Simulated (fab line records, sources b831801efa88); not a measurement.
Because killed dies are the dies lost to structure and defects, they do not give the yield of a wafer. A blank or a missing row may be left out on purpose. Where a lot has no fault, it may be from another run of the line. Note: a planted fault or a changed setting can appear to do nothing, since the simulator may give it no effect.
Which of the tools did it? :: flow gf180mcu :: Sampling: 13 lots, 39 wafers, 2 of 602 route steps

WHAT THE GAUGES READ, wafer by wafer
GF_V4_THK_MEAS_25: measures by xrf. Usual: V4_W_THK 362 nm, standard deviation 4.4.
lot: L159
measured: day 24 21:17
on: filmMetro-01
V4_W_THK (nm): 359 361 358
flag: 

lot: L161
measured: day 25 07:52
on: filmMetro-01
V4_W_THK (nm): 352 356 357
flag: 

lot: L162
measured: day 25 18:55
on: filmMetro-02
V4_W_THK (nm): 356 363 358
flag: 

lot: L163
measured: day 26 06:07
on: filmMetro-04
V4_W_THK (nm): 366 364 367
flag: 

lot: L164
measured: day 26 14:28
on: filmMetro-04
V4_W_THK (nm): 363 363 365
flag: 

lot: L165
measured: day 26 18:38
on: filmMetro-02
V4_W_THK (nm): 358 364 362
flag: 

lot: L167
measured: day 27 12:22
on: filmMetro-02
V4_W_THK (nm): 357 358 360
flag: 

lot: L168
measured: day 27 20:14
on: filmMetro-02
V4_W_THK (nm): 359 355 361
flag: 

lot: L171
measured: day 28 14:22
on: filmMetro-04
V4_W_THK (nm): 362 364 363
flag: 

lot: L174
measured: day 29 16:40
on: filmMetro-02
V4_W_THK (nm): 359 361 360
flag: 

lot: L177
measured: day 30 07:37
on: filmMetro-01
V4_W_THK (nm): 361 364 361
flag: 

lot: L179
measured: day 30 20:37
on: filmMetro-02
V4_W_THK (nm): 367 370 370
flag: 

lot: L180
measured: day 30 23:31
on: filmMetro-01
V4_W_THK (nm): 360 356 364
flag: 

TOOL THAT RAN EACH LOT (tool first, then ch and the chambers of the sampled wafers, then the start)
lot: L159
GF_PSD_STRIP_10: plasmaAsher-01 ch 0,1, day 14 18:25

lot: L161
GF_PSD_STRIP_10: plasmaAsher-02 ch 0,1, day 15 03:40

lot: L162
GF_PSD_STRIP_10: plasmaAsher-02 ch 0,1, day 15 15:05

lot: L163
GF_PSD_STRIP_10: plasmaAsher-02 ch 0,1, day 16 02:13

lot: L164
GF_PSD_STRIP_10: plasmaAsher-02 ch 0, day 16 10:45

lot: L165
GF_PSD_STRIP_10: plasmaAsher-02 ch 0,1, day 16 17:05

lot: L167
GF_PSD_STRIP_10: plasmaAsher-02 ch 0,1, day 17 11:11

lot: L168
GF_PSD_STRIP_10: plasmaAsher-04 ch 0,1, day 17 19:54

lot: L171
GF_PSD_STRIP_10: plasmaAsher-04 ch 0,1, day 18 16:52

lot: L174
GF_PSD_STRIP_10: plasmaAsher-02 ch 0,1, day 19 23:44

lot: L177
GF_PSD_STRIP_10: plasmaAsher-02 ch 0,1, day 20 19:32

lot: L179
GF_PSD_STRIP_10: plasmaAsher-04 ch 0,1, day 21 12:40

lot: L180
GF_PSD_STRIP_10: plasmaAsher-01 ch 0,1, day 21 17:35
- GF_PSD_STRIP_10: strips in O2/N2.

AS READ BY THE TOOLS THEMSELVES (means over the sampled wafers that have a number; for cases with no such wafer, the mark the record gives instead)
GF_PSD_STRIP_10. Usual: drypumpMotorCurrentA 5.5 A, standard deviation 0.47; heaterPowerW 326 W, standard deviation 39; oesProductAu 0.592 a.u., standard deviation 0.0049; stripTimeToEndpointS 16.50 s, standard deviation 0.035.
lot: L159
tool: plasmaAsher-01
drypumpMotorCurrentA (A): 5.5
heaterPowerW (W): 347
oesProductAu (a.u.): 0.589
stripTimeToEndpointS (s): 16.51
flag: 

lot: L161
tool: plasmaAsher-02
drypumpMotorCurrentA (A): 5.7
heaterPowerW (W): 303
oesProductAu (a.u.): 0.592
stripTimeToEndpointS (s): 16.52
flag: 

lot: L162
tool: plasmaAsher-02
drypumpMotorCurrentA (A): 5.3
heaterPowerW (W): 293
oesProductAu (a.u.): 0.591
stripTimeToEndpointS (s): 16.53
flag: 

lot: L163
tool: plasmaAsher-02
drypumpMotorCurrentA (A): 5.3
heaterPowerW (W): 291
oesProductAu (a.u.): 0.599
stripTimeToEndpointS (s): 16.54
flag: 

lot: L164
tool: plasmaAsher-02
drypumpMotorCurrentA (A): 4.9
heaterPowerW (W): 289
oesProductAu (a.u.): 0.590
stripTimeToEndpointS (s): 16.54
flag: 

lot: L165
tool: plasmaAsher-02
drypumpMotorCurrentA (A): 5.7
heaterPowerW (W): 305
oesProductAu (a.u.): 0.591
stripTimeToEndpointS (s): 16.47
flag: 

lot: L167
tool: plasmaAsher-02
drypumpMotorCurrentA (A): 5.3
heaterPowerW (W): 289
oesProductAu (a.u.): 0.593
stripTimeToEndpointS (s): 16.51
flag: 

lot: L168
tool: plasmaAsher-04
drypumpMotorCurrentA (A): 5.4
heaterPowerW (W): 359
oesProductAu (a.u.): 0.592
stripTimeToEndpointS (s): 16.49
flag: 

lot: L171
tool: plasmaAsher-04
drypumpMotorCurrentA (A): 5.4
heaterPowerW (W): 356
oesProductAu (a.u.): 0.592
stripTimeToEndpointS (s): 16.56
flag: 

lot: L174
tool: plasmaAsher-02
drypumpMotorCurrentA (A): 5.3
heaterPowerW (W): 295
oesProductAu (a.u.): 0.595
stripTimeToEndpointS (s): 16.47
flag: 

lot: L177
tool: plasmaAsher-02
drypumpMotorCurrentA (A): 5.3
heaterPowerW (W): 297
oesProductAu (a.u.): 0.588
stripTimeToEndpointS (s): 16.49
flag: 

lot: L179
tool: plasmaAsher-04
drypumpMotorCurrentA (A): 5.4
heaterPowerW (W): 354
oesProductAu (a.u.): 0.589
stripTimeToEndpointS (s): 16.49
flag: 

lot: L180
tool: plasmaAsher-01
drypumpMotorCurrentA (A): 5.4
heaterPowerW (W): 329
oesProductAu (a.u.): 0.592
stripTimeToEndpointS (s): 16.51
flag: 

THE ANSWER, worked out from the rows above alone
Rule: a lot is off if the mean of its wafers that have a number lies more than 3 standard deviations from the usual mean. A lot without any number at a reading at which 4 lots or more have one is off too. Any other lot the step has rows for is counted as sound. Order of review: gauges by route order, followed by the tools' own readings, for which a lot's mean as printed above is used. At the first step where some lot is off, the reading lying furthest off is the one used; lots without a number count as furthest.
None of the lots is off at any reading shown; this tells nothing.

WHAT WAS PUT IN BY THE SIMULATOR
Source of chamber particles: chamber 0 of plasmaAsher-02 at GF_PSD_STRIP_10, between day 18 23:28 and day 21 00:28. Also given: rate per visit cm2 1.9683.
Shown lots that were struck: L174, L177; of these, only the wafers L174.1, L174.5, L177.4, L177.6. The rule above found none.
